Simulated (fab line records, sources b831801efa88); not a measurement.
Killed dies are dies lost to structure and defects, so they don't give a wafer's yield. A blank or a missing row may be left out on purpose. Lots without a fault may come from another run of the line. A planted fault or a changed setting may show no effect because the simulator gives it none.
fab line records | flow sky130
record lots=10 wafers=30 last_day=49
route steps=708 shown CONTACT@420 METAL1@435 VIA1@482 PASSIVATION@683 PAD_OPEN@708
lots that met no fault: from a run of the same line without faults
start_h: hours from the record's first day to the start of the lot's first wafer shown | wait_h: hours since the lot's step before | " the same as in the row above | L1.1+2: a row that stands for several wafers | - no value, or no start given | * or withheld: withheld | < > ~ a bound
route shown NAME@n: a module of which the file shows steps, and the number in the route of the first | usual: mean/standard deviation of fault-free wafers | same: alike in all rows | chamber/n: place in a boat | sites: the reading at each site | _std_site: their standard deviation | _edge_site: outer sites' mean less inner sites' | radius_mm: how far each site lies from the wafer's centre | mask NAME#n: copy n | behind: the tool/chamber that last shaped the wafer | hold: why the lot was held/for how many hours/how that ended | device: the transistor (n, p or np) that didn't switch | end of line: the same wafers' tests at the end of the route | a step without rows: its recipe alone | killed: dies lost to structure and defects at the first sort, not the wafer's yield | map: a wafer's dies, x killed, . not, _ none there
set.NAME: the setting as run; set.NAME@STEP: as run at that earlier step | model.NAME: the simulator's own value behind a step, which no gauge read
steps of the route over a sample of lots; a table a step, a row a wafer
services: from which hour (start_h, from the record's first day; less than 0 if before it) a tool's chamber was out of use, for how many hours, and why
## steps
# step SKY_CONTACT_CD_MEAS_14
# recipe target_cd_nm=170
# usual cd_nm=170.0/1.2
# columns lot.wafer tool chamber start_h wait_h cd_nm
L994.1 cd_sem-02 - 730.78 - 170.3
L994.2 " - " " 169.4
L994.6 " - " " 168.5
L995.1 cd_sem-01 - 746.18 - 170.5
L995.5 " - " " 171.5
L995.6 " - " " 172.2
L999.2 cd_sem-01 - 777.34 - 170.0
L999.3 " - " " 167.9
L999.6 " - " " 169.9
L100.2 cd_sem-01 - 780.14 - 171.0
L100.4 " - " " 169.2
L100.6 " - " " 169.8
L103.1 cd_sem-01 - 804.03 - 170.4
L103.3 " - " " 167.5
L103.6 " - " " 169.5
L105.3 cd_sem-02 - 813.77 - 169.9
L105.4 " - " " 169.6
L105.5 " - " " 169.4
L106.1 cd_sem-01 - 821.53 - 169.9
L106.2 " - " " 169.8
L106.5 " - " " 170.0
L109.1 cd_sem-02 - 846.20 - 170.3
L109.5 " - " " 169.5
L109.6 " - " " 171.1
L112.2 cd_sem-02 - 876.62 - 169.1
L112.4 " - " " 168.6
L112.6 " - " " 167.7
L113.1 cd_sem-02 - 888.60 - 171.0
L113.3 " - " " 170.3
L113.5 " - " " 170.8
# step SKY_METAL1_SPUTTER_01
# recipe material=TiN target_thk_nm=20 power_w=6500 time_s=16.7 chamber_pressure_pa=0.4
# usual throttle_valve_pct=29.7/1
# columns lot.wafer tool chamber start_h wait_h throttle_valve_pct
L994.1 pvd_sputter-04 - 732.43 0.0 30.4
L994.2 " - " " 31.0
L994.6 " - " " 29.1
L995.1 pvd_sputter-04 - 747.77 0.0 31.0
L995.5 " - " " 30.1
L995.6 " - " " 29.0
L999.2 pvd_sputter-04 - 778.91 0.0 29.1
L999.3 " - " " 30.9
L999.6 " - " " 30.1
L100.2 pvd_sputter-04 - 781.73 0.0 28.7
L100.4 " - " " 31.1
L100.6 " - " " 28.9
L103.1 pvd_sputter-04 - 805.60 0.0 30.8
L103.3 " - " " 28.8
L103.6 " - " " 30.3
L105.3 pvd_sputter-04 - 815.32 0.0 30.9
L105.4 " - " " 30.1
L105.5 " - " " 30.1
L106.1 pvd_sputter-04 - 823.12 0.0 28.9
L106.2 " - " " 31.0
L106.5 " - " " 29.9
L109.1 pvd_sputter-04 - 847.90 0.0 30.3
L109.5 " - " " 28.7
L109.6 " - " " 30.3
L112.2 pvd_sputter-04 - 878.61 0.0 30.2
L112.4 " - " " 28.5
L112.6 " - " " 30.2
L113.1 pvd_sputter-01 - 890.30 0.0 29.2
L113.3 " - " " 28.6
L113.5 " - " " 28.8
# step SKY_VIA1_CMP_24
# recipe stop_on=SiO2 t_overpolish_s=15 down_force_psi=3.5 platen_rpm=60 target_thk_nm=0 pad_velocity_m_s=0.94248
# usual head_pressure_psi=3.500/0.0064 motor_current_A=10.8/1 overpolish_run_s=15.000/0.0089 platen_rpm=60.00/0.039 slurry_flow_ml_min=150.0/0.47 time_to_endpoint_s=66.0/2.7
# columns lot.wafer tool chamber start_h wait_h head_pressure_psi motor_current_A overpolish_run_s platen_rpm slurry_flow_ml_min time_to_endpoint_s
L994.1 cmp-01 0 787.96 0.1 3.498 9.4 15.000 60.08 150.3 67.7
L994.2 " 1 " " 3.485 10.7 15.017 60.00 149.7 68.0
L994.6 " 2 " " 3.502 10.6 14.996 59.97 149.3 65.3
L995.1 cmp-01 2 803.25 0.2 3.507 10.9 15.011 59.98 150.2 66.9
L995.6 " 3 " " 3.493 11.0 14.989 60.08 150.1 67.7
L995.5 " 0 " " 3.485 9.0 15.004 59.95 150.8 63.7
L999.3 cmp-02 3 834.27 0.1 3.506 10.2 14.992 60.03 150.3 68.2
L999.2 " 1 " " 3.503 11.5 15.002 60.08 150.2 63.8
L999.6 " 2 " " 3.515 13.1 14.988 59.98 149.3 63.2
L100.2 cmp-01 0 837.14 0.1 3.507 9.4 14.996 59.93 150.0 66.8
L100.4 " 1 " " 3.498 10.4 15.013 60.06 150.0 68.3
L100.6 " 2 " " 3.497 11.1 14.994 60.06 149.8 68.7
L103.1 cmp-01 0 862.13 0.2 3.509 9.5 14.999 60.01 150.0 63.1
L103.3 " 1 " " 3.504 11.0 14.989 59.98 150.1 67.4
L103.6 " 2 " " 3.499 10.4 15.000 60.02 150.3 62.9
L105.3 cmp-01 2 871.98 0.0 3.501 11.3 14.992 59.96 149.9 69.6
L105.4 " 0 " " 3.500 9.0 15.017 60.02 150.4 63.6
L105.5 " 2 " " 3.496 11.9 15.009 59.95 149.7 65.4
L106.1 cmp-02 3 878.94 0.1 3.489 9.5 15.019 60.00 150.0 66.4
L106.2 " 0 " " 3.493 10.6 14.993 60.03 148.9 60.7
L106.5 " 2 " " 3.503 12.1 14.993 60.03 150.3 64.4
L109.1 cmp-02 0 903.61 0.1 3.498 11.3 14.991 60.04 149.8 61.4
L109.6 " 0 " " 3.494 11.4 14.990 59.98 150.2 62.0
L109.5 " 1 " " 3.494 11.5 15.005 59.99 149.3 61.5
L112.4 cmp-01 0 934.60 0.1 3.502 9.1 14.993 59.98 150.3 67.7
L112.2 " 1 " " 3.494 10.5 15.004 59.99 149.4 68.2
L112.6 " 3 " " 3.499 10.5 15.004 60.02 149.6 68.1
L113.3 cmp-02 2 945.48 0.0 3.500 12.7 14.986 59.98 150.9 62.7
L113.1 " 3 " " 3.514 9.7 14.990 59.97 150.9 64.8
L113.5 " 3 " " 3.509 9.7 15.005 59.99 149.8 66.8
# step SKY_PASSIVATION_CVD_02
# recipe material=Si3N4 target_thk_nm=540 temp_c=400 time_s=withheld rf_w=450
# usual heater_power_w=705/120
# columns lot.wafer tool chamber start_h wait_h heater_power_w
L994.1 pecvd-04 2 1029.90 0.1 855
L994.2 " 1 " " 569
L994.6 " 0 " " 649
L995.1 pecvd-04 2 1042.59 0.1 794
L995.5 " 2 " " 832
L995.6 " 1 " " 496
L999.2 pecvd-04 0 1069.42 0.0 727
L999.3 " 2 " " 822
L999.6 " 2 " " 850
L100.2 pecvd-04 1 1070.86 0.0 634
L100.4 " 2 " " 868
L100.6 " 0 " " 744
L103.1 pecvd-04 0 1091.19 0.1 818
L103.3 " 2 " " 889
L103.6 " 2 " " 736
L105.3 pecvd-02 1 1099.45 0.0 767
L105.4 " 2 " " 748
L105.5 " 0 " " 909
L106.1 pecvd-01 1 1103.53 0.1 607
L106.2 " 0 " " 628
L106.5 " 2 " " 611
L109.1 pecvd-01 2 1121.97 0.1 687
L109.5 " 0 " " 626
L109.6 " 1 " " 619
L112.2 pecvd-02 1 1144.71 0.0 695
L112.4 " 1 " " 746
L112.6 " 2 " " 754
L113.1 pecvd-02 2 1151.27 0.1 778
L113.3 " 1 " " 761
L113.5 " 0 " " 780
# step SKY_PASSIVATION_THK_MEAS_03
# recipe reads=Si3N4_of_PASSIVATION_CVD_02
# usual PASSIVATION_CVD_02_THK=544/7
# columns lot.wafer tool chamber start_h wait_h PASSIVATION_CVD_02_THK[nm]
L994.1 film_metro-04 - 1030.12 - 542
L994.2 " - " " 537
L994.6 " - " " 541
L995.1 film_metro-03 - 1042.82 - 549
L995.5 " - " " 548
L995.6 " - " " 545
L999.2 film_metro-02 - 1069.76 - 541
L999.3 " - " " 539
L999.6 " - " " 550
L100.2 film_metro-03 - 1071.10 - 545
L100.4 " - " " 553
L100.6 " - " " 294
L103.1 film_metro-03 - 1091.42 - 292
L103.3 " - " " 547
L103.6 " - " " 290
L105.3 film_metro-03 - 1099.70 - 530
L105.4 " - " " 545
L105.5 " - " " 536
L106.1 film_metro-03 - 1103.75 - 540
L106.2 " - " " 533
L106.5 " - " " 540
L109.1 film_metro-02 - 1122.20 - 542
L109.5 " - " " 551
L109.6 " - " " 555
L112.2 film_metro-02 - 1144.95 - 534
L112.4 " - " " 534
L112.6 " - " " 547
L113.1 film_metro-04 - 1151.49 - 535
L113.3 " - " " 537
L113.5 " - " " 539
# step SKY_PASSIVATION_ETCH_11
# recipe chemistry=CF4/O2 target_depth_nm=725 stop_on=AlCu source_w=800 bias_w=150 pressure_mtorr=150 cf4_flow_sccm=80 O2_flow_sccm=10 time_s=161.1
# usual O2_flow_sccm=9.999/0.028 chamber_pressure_mTorr=150.00/0.14 drypump_motor_current_A=5.8/0.36 oes_product_au=0.981/0.0066 throttle_valve_pct=5.964/0.0086
# columns lot.wafer tool chamber start_h wait_h O2_flow_sccm chamber_pressure_mTorr drypump_motor_current_A oes_product_au rf_hours_counter_h throttle_valve_pct
L994.1 rie_diel-03 2 1052.20 - 10.015 150.08 5.6 0.978 15 5.973
L994.2 " 1 " " 9.980 149.97 5.3 0.978 28 5.970
L994.6 " 0 " " 9.974 150.05 5.9 0.978 - 5.964
L995.1 rie_diel-02 2 1065.08 - 9.971 150.07 6.4 0.970 11 5.964
L995.5 " 1 " " 10.001 149.73 5.5 0.979 - 5.972
L995.6 " 2 " " 10.036 149.98 6.3 0.975 - 5.956
L999.2 rie_diel-02 3 1089.90 - 9.992 150.23 6.0 0.988 19 5.971
L999.3 " 1 " " 10.027 149.87 5.5 0.976 11 5.969
L999.6 " 3 " " 9.978 150.21 6.0 0.983 - 5.970
L100.2 rie_diel-04 3 1091.05 - 10.010 150.18 5.4 0.975 13 5.969
L100.4 " 0 " " 9.987 149.86 5.9 0.984 16 5.963
L100.6 " 3 " " 9.990 150.02 5.4 0.770 - 5.890
L103.1 rie_diel-03 3 1111.43 - 10.004 149.98 6.3 0.763 23 5.889
L103.3 " 1 " " 9.973 149.88 5.3 0.983 31 5.966
L103.6 " 0 " " 9.978 150.01 5.8 0.771 - 5.900
L105.3 rie_diel-03 2 1119.60 - 9.952 149.99 5.5 0.974 18 5.956
L105.4 " 0 " " 9.994 150.05 5.9 0.977 1 5.965
L105.5 " 2 " " 9.959 149.85 5.5 0.979 - 5.963
L106.1 rie_diel-03 2 1122.82 - 10.020 150.01 5.5 0.978 18 5.953
L106.2 " 3 " " 9.961 150.32 6.3 0.983 24 5.982
L106.5 " 3 " " 9.969 149.95 6.3 0.986 - 5.974
L109.1 rie_diel-02 1 1140.80 - 10.018 150.23 5.5 0.985 13 5.971
L109.5 " 2 " " 10.026 149.91 6.3 0.987 - 5.965
L109.6 " 3 " " 9.958 149.71 6.0 0.984 - 5.969
L112.2 rie_diel-03 3 1161.92 - 9.974 149.96 6.2 0.974 25 5.955
L112.4 " 1 " " 9.989 150.17 5.3 0.979 33 5.967
L112.6 " 2 " " 10.001 150.11 5.5 0.981 - 5.961
L113.1 rie_diel-03 1 1168.37 - 10.028 149.81 5.3 0.973 33 5.957
L113.3 " 3 " " 10.041 150.02 6.3 0.981 26 5.957
L113.5 " 0 " " 9.992 149.95 5.8 0.981 - 5.960
# step SKY_PAD_OPEN_PROBE_99
# usual defect_limited_yield=82.5/1.9 killed_at_M0_to_M3=42/7.4 killed_at_M4_up=3.4/1.8 killed_at_contacts=25/5.4 killed_at_front_end=15/4.4 killed_at_other=0.2/0.52 killed_dies=86/9.3 killed_open=47/7.6 killed_short=39/6.5 sort_bin_3_pad_short=0.9/0.46 sort_bin_5_function=10.3/1.5 sort_bin_6_memory=6.3/1.2 sort_n_pass=406/9.3 sort_yield_pct=82.5/1.9
# same gross_dies=492 killed_at_back_side=0 sort_bin_4_leakage[%]=0 sort_bin_8_speed[%]=0
# columns lot.wafer tool chamber start_h wait_h defect_limited_yield[%] killed_at_M0_to_M3 killed_at_M4_up killed_at_contacts killed_at_front_end killed_at_other killed_dies killed_open killed_short sort_bin_3_pad_short[%] sort_bin_5_function[%] sort_bin_6_memory[%] sort_n_pass sort_yield_pct[%]
L994.1 prober-02 - 1076.16 0.1 83.9 43 2 20 14 0 79 49 30 0.4 10.4 5.3 413 83.9
L994.2 prober-02 - 1076.21 0.1 83.1 48 3 25 7 0 83 47 36 0.6 8.3 7.9 409 83.1
L994.6 prober-02 - 1076.41 0.2 82.7 38 6 28 12 1 85 44 41 0.4 9.8 7.1 407 82.7
L995.1 prober-01 - 1087.99 0.1 82.3 41 6 25 14 1 87 43 44 1.0 8.9 7.7 405 82.3
L995.5 prober-01 - 1088.19 0.2 84.8 48 4 15 8 0 75 37 38 0.6 10.0 4.7 417 84.8
L995.6 prober-01 - 1088.24 0.2 84.8 33 6 23 13 0 75 44 31 0.6 8.5 6.1 417 84.8
L999.2 prober-01 - 1112.17 0.1 83.7 44 1 18 17 0 80 40 40 1.4 8.7 6.1 412 83.7
L999.3 prober-01 - 1112.22 0.2 79.5 47 3 27 24 0 101 50 51 1.8 10.4 8.3 391 79.5
L999.6 prober-01 - 1112.37 0.2 79.5 43 3 38 17 0 101 61 40 0.6 14.2 5.7 391 79.5
L100.2 prober-02 - 1113.67 0.1 83.7 43 4 30 3 0 80 51 29 1.0 8.5 6.7 412 83.7
L100.4 prober-02 - 1113.77 0.2 81.9 42 3 27 17 0 89 44 45 0.8 11.8 5.5 403 81.9
L100.6 prober-02 - 1113.87 0.2 81.5 45 5 26 15 0 91 47 44 2.4 9.1 6.9 401 81.5
L103.1 prober-01 - 1132.85 0.1 84.6 38 2 24 11 1 76 45 31 0.4 8.5 6.5 416 84.6
L103.3 prober-01 - 1132.95 0.2 87.2 28 1 29 5 0 63 41 22 0 8.1 4.7 429 87.2
L103.6 prober-01 - 1133.10 0.2 85.8 41 4 12 11 2 70 33 37 0.4 9.8 4.1 422 85.8
L109.1 prober-02 - 1160.84 0.1 83.1 41 3 26 13 0 83 53 30 1.0 8.3 7.5 409 83.1
L109.5 prober-02 - 1161.04 0.2 79.5 55 3 25 18 0 101 59 42 1.2 13.0 6.3 391 79.5
L109.6 prober-02 - 1161.09 0.2 84.8 37 7 22 8 1 75 37 38 0.8 10.0 4.5 417 84.8
L113.1 prober-02 - 1186.65 0.1 87.0 29 0 21 13 1 64 40 24 1.4 6.5 5.1 428 87.0
L113.3 prober-02 - 1186.75 0.2 82.5 49 4 21 12 0 86 45 41 0.4 8.3 8.7 406 82.5
L113.5 prober-02 - 1186.85 0.2 83.7 35 3 23 17 2 80 41 39 0.4 10.8 5.1 412 83.7
# killed by level:class
L994.1 VIA1:geometric_particle:open=13 VIA2:geometric_particle:open=7 CONTACT:geometric_particle:open=7 FIELD_ISO:geometric_particle:open=6 METAL2:geometric_particle:short=6 LI_CONTACT:geometric_particle:open=5 CONTACT:geometric_particle:short=4 VIA1:geometric_particle:short=4
L994.2 CONTACT:geometric_particle:open=11 VIA1:geometric_particle:open=9 LI_CONTACT:geometric_particle:open=8 METAL1:geometric_particle:short=8 VIA3:geometric_particle:open=7 METAL2:geometric_particle:short=6 VIA2:geometric_particle:open=6 FIELD_ISO:geometric_particle:open=5
L994.6 CONTACT:geometric_particle:open=14 METAL2:geometric_particle:short=10 VIA1:geometric_particle:open=7 CONTACT:geometric_particle:short=6 VIA3:geometric_particle:open=6 POLY_GATE:geometric_particle:open=5 POLY_GATE:geometric_particle:short=4 VIA1:geometric_particle:short=4
L995.1 CONTACT:geometric_particle:open=10 VIA1:geometric_particle:open=8 VIA2:geometric_particle:open=8 METAL2:geometric_particle:short=6 LI_CONTACT:geometric_particle:open=6 METAL1:geometric_particle:short=6 POLY_GATE:geometric_particle:short=5 VIA1:geometric_particle:short=5
L995.5 VIA1:geometric_particle:open=12 METAL1:geometric_particle:short=10 VIA1:geometric_particle:short=5 VIA2:geometric_particle:open=5 LI_CONTACT:geometric_particle:open=4 CONTACT:geometric_particle:short=4 CONTACT:geometric_particle:open=4 POLY_GATE:geometric_particle:open=3
L995.6 VIA1:geometric_particle:open=9 VIA3:geometric_particle:open=6 LI_CONTACT:geometric_particle:open=6 CONTACT:geometric_particle:open=6 CONTACT:geometric_particle:short=5 VIA2:geometric_particle:open=5 METAL1:geometric_particle:short=4 METAL4:geometric_particle:short=4
L999.2 METAL1:geometric_particle:short=9 VIA1:geometric_particle:open=9 FIELD_ISO:geometric_particle:open=8 VIA3:geometric_particle:short=6 VIA1:geometric_particle:short=5 CONTACT:geometric_particle:open=5 LI_CONTACT:geometric_particle:open=4 LOCAL_INTERCONNECT:geometric_particle:short=4
L999.3 LI_CONTACT:geometric_particle:open=11 CONTACT:geometric_particle:open=11 FIELD_ISO:geometric_particle:short=9 METAL2:geometric_particle:short=9 VIA1:geometric_particle:short=7 VIA1:geometric_particle:open=7 VIA3:geometric_particle:open=7 METAL1:geometric_particle:short=5
L999.6 LI_CONTACT:geometric_particle:open=14 VIA1:geometric_particle:open=12 VIA3:geometric_particle:open=10 CONTACT:geometric_particle:short=8 CONTACT:geometric_particle:open=7 LOCAL_INTERCONNECT:geometric_particle:short=5 VIA2:geometric_particle:open=5 METAL1:geometric_particle:short=4
L100.2 LI_CONTACT:geometric_particle:open=11 VIA1:geometric_particle:open=11 CONTACT:geometric_particle:open=9 CONTACT:geometric_particle:short=7 VIA3:geometric_particle:open=7 METAL2:geometric_particle:short=6 VIA2:geometric_particle:open=6 VIA1:geometric_particle:short=4
L100.4 CONTACT:geometric_particle:short=9 VIA1:geometric_particle:open=9 VIA3:geometric_particle:open=8 CONTACT:geometric_particle:open=7 VIA1:geometric_particle:short=7 POLY_GATE:geometric_particle:open=5 LI_CONTACT:geometric_particle:open=5 METAL2:geometric_particle:short=5
L100.6 VIA2:geometric_particle:open=10 VIA1:geometric_particle:open=8 CONTACT:geometric_particle:open=7 LI_CONTACT:geometric_particle:open=6 METAL2:geometric_particle:short=6 LOCAL_INTERCONNECT:geometric_particle:short=5 CONTACT:geometric_particle:short=5 POLY_GATE:geometric_particle:short=4
L103.1 CONTACT:geometric_particle:open=14 VIA3:geometric_particle:open=8 METAL1:geometric_particle:short=6 VIA2:geometric_particle:open=6 FIELD_ISO:geometric_particle:short=5 VIA1:geometric_particle:open=5 METAL2:geometric_particle:short=5 LI_CONTACT:geometric_particle:open=4
L103.3 CONTACT:geometric_particle:open=13 LI_CONTACT:geometric_particle:open=8 VIA1:geometric_particle:open=4 VIA2:geometric_particle:short=4 VIA2:geometric_particle:open=4 METAL1:geometric_particle:open=3 LOCAL_INTERCONNECT:geometric_particle:short=3 CONTACT:geometric_particle:short=3
L103.6 VIA1:geometric_particle:open=8 METAL2:geometric_particle:short=6 VIA3:geometric_particle:short=6 CONTACT:geometric_particle:open=5 METAL1:geometric_particle:short=4 VIA3:geometric_particle:open=4 VIA2:geometric_particle:short=4 POLY_GATE:geometric_particle:open=3
L109.1 VIA2:geometric_particle:open=10 LI_CONTACT:geometric_particle:open=8 CONTACT:geometric_particle:open=7 VIA1:geometric_particle:open=7 POLY_GATE:geometric_particle:open=6 VIA3:geometric_particle:open=6 POLY_GATE:geometric_particle:short=4 METAL1:geometric_particle:short=4
L109.5 VIA1:geometric_particle:open=13 VIA2:geometric_particle:open=13 CONTACT:geometric_particle:open=8 FIELD_ISO:geometric_particle:open=7 CONTACT:geometric_particle:short=6 METAL1:geometric_particle:short=6 POLY_GATE:geometric_particle:open=5 LI_CONTACT:geometric_particle:short=5
L109.6 VIA1:geometric_particle:open=12 LOCAL_INTERCONNECT:geometric_particle:short=6 FIELD_ISO:geometric_particle:short=5 VIA3:geometric_particle:open=5 CONTACT:geometric_particle:open=5 METAL4:geometric_particle:short=5 METAL1:geometric_particle:short=5 LI_CONTACT:geometric_particle:open=4
L113.1 VIA2:geometric_particle:open=8 LI_CONTACT:geometric_particle:open=7 CONTACT:geometric_particle:open=7 VIA3:geometric_particle:open=5 FIELD_ISO:geometric_particle:short=4 CONTACT:geometric_particle:short=4 VIA1:geometric_particle:open=3 VIA1:geometric_particle:short=3
L113.3 VIA1:geometric_particle:open=9 VIA2:geometric_particle:open=9 CONTACT:geometric_particle:short=7 VIA3:geometric_particle:open=7 METAL1:geometric_particle:short=5 CONTACT:geometric_particle:open=5 FIELD_ISO:geometric_particle:open=4 VIA2:geometric_particle:short=4
L113.5 CONTACT:geometric_particle:open=12 VIA2:geometric_particle:open=9 METAL2:geometric_particle:short=8 FIELD_ISO:geometric_particle:short=4 POLY_GATE:geometric_particle:short=4 LI_CONTACT:geometric_particle:open=4 CONTACT:geometric_particle:short=4 METAL1:geometric_particle:short=4
## services
# columns tool chamber start_h hours kind
cmp-01 - 711.86 0.5 repair
cmp-01 - 744.12 4.0 pm
pvd_sputter-04 - 751.59 2.3 repair
rie_diel-03 1 765.21 4.5 repair
rie_diel-03 0 796.95 8.5 repair
pecvd-04 0 803.53 8.0 repair
rie_diel-03 0 839.57 15.2 repair
rie_diel-03 0 875.14 11.4 repair
pvd_sputter-04 - 889.50 1.2 repair
pecvd-04 0 890.11 1.7 repair
cmp-01 - 901.02 5.0 repair
pvd_sputter-04 - 906.30 1.9 repair
pecvd-04 0 926.77 2.9 repair
pecvd-04 - 933.96 0.5 repair
cmp-01 - 954.74 0.4 repair
pecvd-04 2 1004.11 8.9 repair
cmp-01 - 1020.26 3.3 pm
rie_diel-03 3 1068.31 9.5 repair
cmp-01 - 1084.39 4.0 pm
cmp-01 - 1104.84 0.2 repair
cmp-01 - 1109.52 0.5 repair
pvd_sputter-04 - 1128.56 15.4 repair
rie_diel-03 1 1136.41 2.7 repair
rie_diel-03 0 1140.36 6.0 repair
## key
first_sign step=SKY_PASSIVATION_THK_MEAS_03 reading=PASSIVATION_CVD_02_THK direction=down sigmas=36 usual=544 struck=292
effect step=SKY_PASSIVATION_ETCH_11 reading=oes_product_au direction=down sigmas=32 usual=0.981 struck=0.768
met_at SKY_PASSIVATION_CVD_02
struck_lots L100,L103
struck_wafers L100.6,L103.1,L103.6
not_acting_at SKY_CONTACT_CD_MEAS_14,SKY_METAL1_SPUTTER_01,SKY_VIA1_CMP_24
onset_between 1069.42 1070.86
fault kind=process_parameter_drift tool=pecvd-04 chamber=- onset_h=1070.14 steps=SKY_PASSIVATION_CVD_02 channel=target_thk_nm offset=-255.34 shape=step end_h=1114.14 scope=struck_wafers_only acts_in=these_recipes_only stated=540
